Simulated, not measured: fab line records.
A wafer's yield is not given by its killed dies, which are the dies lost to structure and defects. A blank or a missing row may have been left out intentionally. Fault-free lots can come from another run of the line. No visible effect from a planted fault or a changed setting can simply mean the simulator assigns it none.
Problem report, 8D (eight disciplines) form, completed by code -- flow gf180mcu -- the parts of the form that need people (team, actions taken, sign-off) are left out

1. PROBLEM STATEMENT
Across 6 wafers from 2 lots, HV_LDD_RS at GF_HV_LDD_RS_MEAS_53 averages 409.9 ohm/sq, while fault-free wafers read 418.2 ohm/sq with a standard deviation of 0.85. Measured from the usual mean, that is -9.8 standard deviations.
The step: measures by four-point-probe.
First seen on wafer L628.2, day 17 04:49, on film metro-01. The record has a number at this step for 36 wafers belonging to 12 lots. The rule behind "out" and "out of limits": a value lying over 4 standard deviations away from the usual mean. Any other wafer with a number is counted as sound.

2. WHAT THIS IS AND IS NOT
question,is,is not
which readings at this step,HV_LDD_RS,-
which lots,"L628, L629","L614, L617, L618, L619, L620, L624, L631, L632, L634, L637"
which wafers of those lots,all that have a number,-
read on which gauges,film metro-01,"film metro-02, film metro-04"
when,from day 17 04:49,"up to then (18 sound wafers); but 12 sound wafers of L631, L632, L634, L637 came after"

3. THE SUSPECTS, EACH WITH WHAT RULES IT OUT
Counting: any tool at a process step up to the reading is kept as a suspect provided that every lot that is out went through it and no sound lot did after the first of them.
- ruled out: the gauge at GF_HV_LDD_RS_MEAS_53. All the wafers that are out were read on film metro-01, but those of them that GF_HV_LDD_IMPLANT_36 has rows for are out there too, on other tools.
- implanter-03 at GF_HV_LDD_IMPLANT_36: kept. Every lot that is out went through it, starting with L628 (day 16 05:05), and after that it ran no sound lot; the last sound lot it ran before then is L624 (day 15 03:45). On those wafers its own readings are out: dose ions cm2, faraday current uA.
Remaining after the count: implanter-03 at GF_HV_LDD_IMPLANT_36.

4. THE CAUSE (what the simulator had put in)
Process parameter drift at GF_HV_LDD_IMPLANT_36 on implanter-03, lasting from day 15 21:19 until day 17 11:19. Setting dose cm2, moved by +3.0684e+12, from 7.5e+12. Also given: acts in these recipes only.
The count eliminated every tool but this one.

5. THE EFFECT CHAIN, in route order
Each row: a reading where the mean over the struck wafers with a number is more than 3 standard deviations away from the usual. Only readings for which the record gives a usual standard deviation are gone through. hours: the time from each lot's start at the first step in this table that gives one to its start at this step, as a median over the lots. sigmas: the change in usual standard deviations.
hours,step,reading,usual,on struck wafers,change,sigmas
0,GF_HV_LDD_IMPLANT_36,dose ions cm2,7.5e+12,1.1e+13,+3.1e+12,+99 or more
0,GF_HV_LDD_IMPLANT_36,faraday current uA,42.0,59.2,+17.2,+21
0,GF_HV_LDD_TW_MEAS_38,HV_LDD_3_TW,1438,1476,+38,+3.1
24,GF_HV_LDD_RS_MEAS_53,HV_LDD_RS,418.2 ohm/sq,409.9,-8.3,-9.8
It contains these process steps:
- GF_HV_LDD_IMPLANT_36

6. WHAT WOULD HAVE CAUGHT IT SOONER
31 hours passed between the start of the fault at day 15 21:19 and the first reading out of limits at a measuring or inspecting step in this record, taken at day 17 04:49.
Tool's own readings at GF_HV_LDD_IMPLANT_36, dose ions cm2, faraday current uA: out on all struck wafers the step has rows for; an alarm limit on them would have tripped on the first.
Lots out: 2; all had begun GF_HV_LDD_IMPLANT_36 on implanter-03 by day 17 04:49. Holding the tool at that point would not have protected any of them.
